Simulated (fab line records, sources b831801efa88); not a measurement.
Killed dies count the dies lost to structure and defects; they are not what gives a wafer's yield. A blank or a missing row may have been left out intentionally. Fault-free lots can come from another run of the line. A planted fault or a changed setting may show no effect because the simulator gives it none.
The tool behind it: which one? | flow sky130 | 6 lots with 18 wafers sampled at 3 steps, on a route of 708 steps

WHAT THE GAUGES READ, wafer by wafer
SKY_FIELD_ISO_THK_MEAS_23.
lot  | measured    | on            | FIELD_ISO_OXIDATION_01_THK (nm)
L131 | day 3 01:02 | film metro-03 | 10.12 10.05 9.92
L133 | day 3 07:55 | film metro-03 | 9.96 9.91 9.96
L135 | day 3 22:04 | film metro-04 | 10.17 10.00 10.26
L138 | day 4 11:04 | film metro-04 | 10.37 10.21 10.26
L142 | day 5 07:34 | film metro-03 | 9.96 10.17 10.02
L145 | day 5 23:54 | film metro-03 | 10.48 10.46 10.26

EACH LOT AND THE TOOL THAT RAN IT (in order: tool; ch and the chambers of the sampled wafers; start)
lot  | SKY_FIELD_ISO_ETCH_14             | SKY_FIELD_ISO_ETCH_15
L131 | rie diel-02 ch 1,3, day 2 22:09   | rie diel-02 ch 1,3, day 2 22:11
L133 | rie diel-01 ch 0,1,2, day 3 06:02 | rie diel-01 ch 0,1,2, day 3 06:05
L135 | rie diel-01 ch 0,1,2, day 3 19:04 | rie diel-01 ch 0,1,2, day 3 19:07
L138 | rie diel-02 ch 0,2, day 4 09:20   | rie diel-02 ch 0,2, day 4 09:23
L142 | rie diel-01 ch 0,2,3, day 5 05:51 | rie diel-01 ch 0,2,3, day 5 05:53
L145 | rie diel-04 ch 0,1,2, day 5 20:29 | rie diel-04 ch 0,1,2, day 5 20:32
- SKY_FIELD_ISO_ETCH_14: etches BARC in N2/H2, stops on SiO2, time 45.9 s, target depth 60 nm.
- SKY_FIELD_ISO_ETCH_15: etches the open film in CHF3/O2, stops on Si, target depth 180 nm, time 72 s.

THE ANSWER, worked out from the rows above alone
Rule: usual is defined by the lots themselves. The widest of any qualifying gaps counts: lots, ordered by their means at a reading, are off when they make up no more than a third of the lots, leave a main group of 4 or more, and stand apart from it by 3 or more times the standard deviation of that group's means. The tables above print the reading to a certain number of digits; a main group whose means all agree to those digits is not used. A lot without any number at a reading at which 4 lots or more have one is off too. Any other lot the step has rows for is counted as sound.
None of the lots is off at any reading shown; this tells nothing.

WHAT THE SIMULATOR PUT IN
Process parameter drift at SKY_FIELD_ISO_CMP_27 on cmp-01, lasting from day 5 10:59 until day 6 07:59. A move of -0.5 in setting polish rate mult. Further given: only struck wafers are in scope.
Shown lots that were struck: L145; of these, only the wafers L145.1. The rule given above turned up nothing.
